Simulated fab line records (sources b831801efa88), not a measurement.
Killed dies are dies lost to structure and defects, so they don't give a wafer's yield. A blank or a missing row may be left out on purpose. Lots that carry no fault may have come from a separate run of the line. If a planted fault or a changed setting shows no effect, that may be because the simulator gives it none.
Chamber matching :: flow gf180mcu :: GF_MIM_CVD_05 on pecvd-02: 3 sister chambers
The step deposits Si3N4, target thk 42 nm, time 29.086 s. 14 wafers are shown with their chamber, then 7 later ones without.

EACH WAFER AND ITS CHAMBER
wafer: L618.2
chamber: 2
heaterPowerW (W): 619
tempMaxC (C): 399.99

wafer: L618.5
chamber: 0
heaterPowerW (W): 838
tempMaxC (C): 399.88

wafer: L618.6
chamber: 1
heaterPowerW (W): 757
tempMaxC (C): 399.99

wafer: L621.2
chamber: 1
heaterPowerW (W): 656
tempMaxC (C): 399.57

wafer: L621.3
chamber: 0
heaterPowerW (W): 781
tempMaxC (C): 400.60

wafer: L621.6
chamber: 2
heaterPowerW (W): 614
tempMaxC (C): 399.99

wafer: L629.2
chamber: 0
heaterPowerW (W): 866
tempMaxC (C): 399.89

wafer: L629.3
chamber: 1
heaterPowerW (W): 715
tempMaxC (C): 399.78

wafer: L629.4
chamber: 2
heaterPowerW (W): 522
tempMaxC (C): 399.81

wafer: L630.1
chamber: 2
heaterPowerW (W): 524
tempMaxC (C): 399.80

wafer: L630.4
chamber: 0
heaterPowerW (W): 892
tempMaxC (C): 400.00

wafer: L630.5
chamber: 1
heaterPowerW (W): 720
tempMaxC (C): 399.98

wafer: L632.1
chamber: 2
heaterPowerW (W): 592
tempMaxC (C): 399.74

wafer: L632.2
chamber: 1
heaterPowerW (W): 737
tempMaxC (C): 400.26

SIGNATURES, as means of the wafers listed above
reading: heaterPowerW
chamber 0: 844.25
chamber 1: 717.00
chamber 2: 574.20
scatter within a chamber: 44.4

reading: tempMaxC
chamber 0: 400.0925
chamber 1: 399.9160
chamber 2: 399.8660
scatter within a chamber: 0.247
Rule: a wafer's distance from a chamber is the root of the sum, over the readings, of the square of ((its reading less the chamber's mean) divided by the reading's scatter). The wafer belongs to the nearest chamber; if the next one is less than 2 further off, it can't be placed. The scatter: the root of (the sum of the squares of (reading less its chamber's mean) over the shown wafers, divided by (wafers less chambers)).

WAFERS WITH NO CHAMBER GIVEN
wafer: L632.3
heaterPowerW (W): 828
tempMaxC (C): 399.94

wafer: L637.1
heaterPowerW (W): 622
tempMaxC (C): 399.91

wafer: L637.2
heaterPowerW (W): 798
tempMaxC (C): 400.24

wafer: L637.3
heaterPowerW (W): 863
tempMaxC (C): 399.85

wafer: L639.1
heaterPowerW (W): 854
tempMaxC (C): 399.84

wafer: L639.2
heaterPowerW (W): 528
tempMaxC (C): 399.86

wafer: L639.5
heaterPowerW (W): 856
tempMaxC (C): 399.84

THE CHAMBER EACH PASSED THROUGH
wafer: L632.3
from the rows above: can't be placed: 0 or 1
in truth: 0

wafer: L637.1
from the rows above: can't be placed: 2 or 1
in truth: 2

wafer: L637.2
from the rows above: can't be placed: 0 or 1
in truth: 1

wafer: L637.3
from the rows above: 0
in truth: 0

wafer: L639.1
from the rows above: 0
in truth: 0

wafer: L639.2
from the rows above: 2
in truth: 2

wafer: L639.5
from the rows above: 0
in truth: 0
Correctly placed: 4 of 7. Not placeable from these rows: 3 (in 3, the candidates include the true chamber). Number placed wrongly: 0.
